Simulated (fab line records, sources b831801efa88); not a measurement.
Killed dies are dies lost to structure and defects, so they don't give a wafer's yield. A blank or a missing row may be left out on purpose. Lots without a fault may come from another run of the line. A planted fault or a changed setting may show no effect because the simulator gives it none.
Which tool did it? | flow sky130 | 14 lots, 42 wafers sampled, at 5 steps of a route of 708

WHAT THE GAUGES READ, wafer by wafer
SKY_METAL1_OVL_MEAS_16. Usual: METAL1_OVL 0 nm, standard deviation 5.9.
lot  | measured     | on         | METAL1_OVL (nm) | flag
L644 | day 32 16:17 | overlay-01 | 3 1 -1          |
L645 | day 33 01:41 | overlay-01 | -13 -14 -2      |
L646 | day 33 11:40 | overlay-02 | 9 6 13          |
L647 | day 33 16:08 | overlay-02 | -3 1 1          |
L648 | day 34 11:34 | overlay-02 | -6 -1 -5        |
L649 | day 34 13:11 | overlay-02 | -13 -7 4        |
L651 | day 35 00:26 | overlay-01 | -3 0 -1         |
L652 | day 35 13:20 | overlay-01 | 2 8 7           |
L653 | day 35 20:15 | overlay-01 | -3 6 1          |
L654 | day 36 01:13 | overlay-02 | 1 8 7           |
L655 | day 36 10:07 | overlay-02 | -7 2 -1         |
L656 | day 36 18:51 | overlay-01 | -1 -1 -8        |
L663 | day 39 05:55 | overlay-02 | 0 0 0           |
L664 | day 39 08:31 | overlay-01 | -2 -6 0         |

SKY_VIA1_CD_MEAS_12: target cd 150 nm. Usual: cd_nm 150.2 nm, standard deviation 1.9.
lot  | measured     | on        | cd_nm (nm)        | flag
L644 | day 33 19:50 | cd_sem-02 | 150.8 148.7 149.8 |
L645 | day 34 05:34 | cd_sem-01 | 152.0 153.6 153.5 |
L646 | day 34 15:29 | cd_sem-02 | 148.6 148.5 148.5 |
L647 | day 34 19:09 | cd_sem-02 | 151.4 151.5 152.6 |
L648 | day 35 15:38 | cd_sem-02 | 152.4 152.1 152.5 |
L649 | day 35 17:23 | cd_sem-02 | 148.8 150.9 147.2 |
L651 | day 36 04:29 | cd_sem-01 | 149.1 149.3 149.9 |
L652 | day 36 17:07 | cd_sem-02 | 149.3 148.9 151.5 |
L653 | day 37 00:30 | cd_sem-02 | 152.7 153.1 154.9 |
L654 | day 37 04:53 | cd_sem-01 | 148.2 150.6 150.3 |
L655 | day 37 13:38 | cd_sem-02 | 151.2 151.6 150.3 |
L656 | day 37 21:28 | cd_sem-02 | 150.4 148.2 149.7 |
L663 | day 40 08:14 | cd_sem-02 | 146.7 145.1 145.6 |
L664 | day 40 10:37 | cd_sem-01 | 153.5 151.3 154.1 |

SKY_VIA2_BOW_MEAS_03. Usual: VIA2_BOW 86 um, standard deviation 6.8.
lot  | measured     | on            | VIA2_BOW (um) | flag
L644 | day 35 01:25 | film_metro-04 | 84 93 80      |
L645 | day 35 11:17 | film_metro-04 | 79 74 86      |
L646 | day 35 22:14 | film_metro-01 | 65 86 77      |
L647 | day 36 00:30 | film_metro-04 | 93 83 84      |
L648 | day 36 20:44 | film_metro-04 | 93 92 81      |
L649 | day 36 22:35 | film_metro-03 | 94 91 80      |
L651 | day 37 09:40 | film_metro-04 | 83 89 101     |
L652 | day 37 20:59 | film_metro-03 | 94 85 86      |
L653 | day 38 05:25 | film_metro-03 | 90 87 82      |
L654 | day 38 09:42 | film_metro-03 | 98 86 81      |
L655 | day 38 19:05 | film_metro-04 | 78 79 94      |
L656 | day 39 02:55 | film_metro-01 | 89 74 90      |
L663 | day 41 11:07 | film_metro-01 | 107 116 113   | OFF
L664 | day 41 14:19 | film_metro-01 | 121 117 111   | OFF

WHICH TOOL RAN EACH LOT (tool, then ch and the chambers of the sampled wafers, then the start)
lot  | SKY_METAL2_ETCH_18                | SKY_VIA2_CMP_02
L644 | rie_metal-02 ch 0,1, day 35 00:08 | cmp-02 ch 0,2,3, day 35 01:10
L645 | rie_metal-03 ch 1, day 35 09:59   | cmp-01 ch 1,3, day 35 10:59
L646 | rie_metal-02 ch 0,1, day 35 20:24 | cmp-01 ch 1,3, day 35 21:59
L647 | rie_metal-03 ch 0,1, day 35 23:14 | cmp-01 ch 0,1,3, day 36 00:17
L648 | rie_metal-02 ch 0,1, day 36 19:26 | cmp-02 ch 2,3, day 36 20:26
L649 | rie_metal-03 ch 0,1, day 36 21:20 | cmp-01 ch 2,3, day 36 22:16
L651 | rie_metal-01 ch 0,1, day 37 08:23 | cmp-01 ch 0,1,3, day 37 09:21
L652 | rie_metal-01 ch 0,1, day 37 19:44 | cmp-01 ch 1,2, day 37 20:40
L653 | rie_metal-01 ch 0,1, day 38 04:10 | cmp-02 ch 0,3, day 38 05:06
L654 | rie_metal-03 ch 0,1, day 38 08:28 | cmp-01 ch 0,1,2, day 38 09:30
L655 | rie_metal-03 ch 0,1, day 38 17:50 | cmp-02 ch 0,2,3, day 38 18:56
L656 | rie_metal-01 ch 0,1, day 39 01:24 | cmp-01 ch 0,1,3, day 39 02:35
L663 | rie_metal-02 ch 0,1, day 41 09:53 | cmp-01 ch 0,1,2, day 41 10:55
L664 | rie_metal-01 ch 0,1, day 41 13:05 | cmp-01 ch 0,2,3, day 41 14:01
- SKY_METAL2_ETCH_18: etches BARC in N2/H2, stops on SiO2, time 45.9 s, target depth 60 nm.
- SKY_VIA2_CMP_02: polishes SiO2.

WHAT THE TOOLS THEMSELVES READ (means of the sampled wafers that have a number; where no wafer has one, the mark that the record gives instead)
SKY_METAL2_ETCH_18. Usual: drypump_motor_current_A 6.1 A, standard deviation 0.32; h2_flow_sccm 200.0 sccm, standard deviation 0.55; oes_product_au 0.855 a.u., standard deviation 0.0047; throttle_valve_pct 13.225 %, standard deviation 0.0091.
lot  | tool         | drypump_motor_current_A (A) | h2_flow_sccm (sccm) | oes_product_au (a.u.) | throttle_valve_pct (%) | flag
L644 | rie_metal-02 | 6.1                         | 200.8               | 0.855                 | 13.231                 |
L645 | rie_metal-03 | 5.5                         | 199.7               | 0.860                 | 13.234                 |
L646 | rie_metal-02 | 6.3                         | 200.4               | 0.851                 | 13.225                 |
L647 | rie_metal-03 | 5.8                         | 199.8               | 0.854                 | 13.225                 |
L648 | rie_metal-02 | 6.1                         | 200.0               | 0.855                 | 13.226                 |
L649 | rie_metal-03 | 6.1                         | 200.3               | 0.857                 | 13.222                 |
L651 | rie_metal-01 | 6.1                         | 200.4               | 0.855                 | 13.221                 |
L652 | rie_metal-01 | 6.1                         | 199.8               | 0.854                 | 13.231                 |
L653 | rie_metal-01 | 6.0                         | 198.7               | 0.860                 | 13.224                 |
L654 | rie_metal-03 | 6.0                         | 199.8               | 0.853                 | 13.232                 |
L655 | rie_metal-03 | 5.8                         | 199.7               | 0.859                 | 13.232                 |
L656 | rie_metal-01 | 6.1                         | 200.2               | 0.853                 | 13.214                 |
L663 | rie_metal-02 | 6.1                         | 200.2               | 0.852                 | 13.223                 |
L664 | rie_metal-01 | 6.1                         | 200.0               | 0.856                 | 13.224                 |

SKY_VIA2_CMP_02. Usual: edge_zone_pressure_frac 1.000, standard deviation 0.0047; head_pressure_psi 4.000 psi, standard deviation 0.0081; motor_current_A 11.7 A, standard deviation 0.84.
lot  | tool   | edge_zone_pressure_frac | head_pressure_psi (psi) | motor_current_A (A) | flag
L644 | cmp-02 | 0.997                   | 4.002                   | 11.6                |
L645 | cmp-01 | 0.999                   | 3.995                   | 11.7                |
L646 | cmp-01 | 0.999                   | 3.998                   | 11.3                |
L647 | cmp-01 | 1.001                   | 4.004                   | 12.4                |
L648 | cmp-02 | 0.997                   | 3.995                   | 11.6                |
L649 | cmp-01 | 0.999                   | 3.993                   | 11.7                |
L651 | cmp-01 | 1.000                   | 4.002                   | 12.5                |
L652 | cmp-01 | 1.001                   | 3.995                   | 11.0                |
L653 | cmp-02 | 1.005                   | 4.003                   | 11.6                |
L654 | cmp-01 | 0.998                   | 3.999                   | 11.7                |
L655 | cmp-02 | 1.001                   | 4.006                   | 12.0                |
L656 | cmp-01 | 1.004                   | 4.002                   | 12.5                |
L663 | cmp-01 | -                       | -                       | -                   | OFF
L664 | cmp-01 | -                       | -                       | -                   | OFF

THE ANSWER, worked out from the rows above alone
Rule: a lot is off if the mean of its wafers that have a number lies more than 3 standard deviations from the usual mean. A lot without any number at a reading at which 4 lots or more have one is off too. The other lots that the step has rows for count as sound. The gauges are gone through in route order, then the tools' own readings, and for those a lot's mean is taken as printed above. The first step at which some lot is off is used, and at that step the reading that is off furthest; a lot without a number counts as furthest.
Off: L663, L664, at SKY_VIA2_BOW_MEAS_03 (VIA2_BOW).
A tool fits if, at a process step before that reading, it ran every lot that is off, and no sound lot after the first of them. The gauges at SKY_VIA2_BOW_MEAS_03 aren't tried: what is off there is off at SKY_VIA2_CMP_02 too, on other tools, and a gauge's error can't cause that. One fits: cmp-01 at SKY_VIA2_CMP_02. Its last sound lot is L656 (day 39 02:35), its first lot that is off L663 (day 41 10:55): a fault that began between those two fits.
Blank at SKY_VIA2_CMP_02 on the lots that are off, where sound lots have numbers: edge_zone_pressure_frac, head_pressure_psi, motor_current_A.

WHAT THE SIMULATOR HAD PUT IN
Skipped step whole: cmp-01, from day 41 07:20 on, at SKY_VIA2_CMP_02. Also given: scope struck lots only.
Lots struck among those shown: L663, L664. The rule above found the same.
